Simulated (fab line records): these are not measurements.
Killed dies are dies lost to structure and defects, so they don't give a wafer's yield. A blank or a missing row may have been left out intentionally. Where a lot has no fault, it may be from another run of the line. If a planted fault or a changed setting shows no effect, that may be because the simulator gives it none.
A struck lot beside a sound one ; flow sfq-line ; 14 steps out of a route of 325
Sound: these wafers, L567.1, L567.2, L567.5. Wafers struck: L574.1, L574.2, L574.3. Last of all comes the cause.
Order at every step that has rows: each side's tool, ch and its chambers, its first start. Under that, the readings that differ: sound wafers ; struck wafers ; difference of the means ; sigmas: that difference in standard deviations of wafers without a fault.
alike: readings with means less than 2 such deviations apart, plus words and numbers identical on both sides. not compared: withheld readings, readings lacking a value on some wafer, bounds such as >300 that could conceal the same value, and numbers that have no deviation in the record and whose values overlap.
Wherever a step has rows on one side only, a row that says differs or no value, or a row with sigmas, the two part there. Non-overlapping numbers with no deviation appear without sigmas and do not part them. Lack of a reading on every wafer of one side parts them only where that side has two or more wafers.

first, 4 steps without rows for these wafers: SFQ_TRILAYER_I5_LITHO_SOFTBAKE_148; SFQ_TRILAYER_I5_LITHO_EXPOSE_145 (exposes mask I5, target cd 700 nm); SFQ_TRILAYER_I5_LITHO_PEB_147 (peb time 60 s); SFQ_TRILAYER_I5_LITHO_DEVELOP_146 (time 60 s).
SFQ_I5_OVL_MEAS_936:
  sound: overlay-02 at day 62 01:05; struck: overlay-02 at day 64 05:05
  alike: I5_OVL
SFQ_TRILAYER_I5_BARC_OPEN_VIA_ETCH_200: etches BARC in O2, target depth 125 nm, time 41.7 s.
  sound on rie-diel-04 ch 0,2,3, day 62 01:07; struck on rie-diel-02 ch 0,1,2, day 64 05:07
  alike: drypump-motor-current-A, oes-product-au
  not compared: rf-hours-counter-h
SFQ_TRILAYER_I5_ETCH_VIA_ETCH_147: etches the open film in CHF3, stops on Nb, target depth 360 nm.
  sound on rie-diel-04 ch 0,2,3, day 62 01:10; struck on rie-diel-02 ch 0,1,2, day 64 05:10
  alike: drypump-motor-current-A, oes-product-au
SFQ_TRILAYER_I5_STRIP_STRIP_148: strips in O2.
  sound on rie-metal-04 ch 0,1, day 62 01:19; struck on rie-metal-04 ch 0,1, day 64 05:19
  alike: drypump-motor-current-A, oes-product-au
  not compared: rf-hours-counter-h
then, 4 steps without rows for these wafers: SFQ_TRILAYER_I5_STRIP_SOLV_CLEAN_149 (cleans in NMP, time 600 s); SFQ_TRILAYER_C5_LITHO_COAT_156 (resist thk 62 nm); SFQ_TRILAYER_C5_LITHO_COAT_151 (resist thk 650 nm); SFQ_TRILAYER_C5_LITHO_SOFTBAKE_155.
-- the record jumps here: 4 days lie between the struck wafers' starts before and after --
SFQ_TRILAYER_C5_LITHO_EXPOSE_152: exposes mask C5, target cd 500 nm.
  struck on krf-scanner-02, day 68 11:02; sound on krf-scanner-01 ch 0, day 66 12:38
  no value came back on the struck wafers for exposure-dose-mJ-cm2, focus-offset-nm (nm); on the sound wafers exposure-dose-mJ-cm2 reads 21.301 21.306 21.339
  alike: mask
then, 1 step without rows for these wafers: SFQ_TRILAYER_C5_LITHO_PEB_154 (peb time 60 s).

## WHERE THEY PART
Only at SFQ_TRILAYER_C5_LITHO_EXPOSE_152, as far as this record shows.

WHY: the cause the simulator had injected
Beginning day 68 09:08, the whole step at SFQ_TRILAYER_C5_LITHO_EXPOSE_152 was skipped on krf-scanner-02. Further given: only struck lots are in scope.
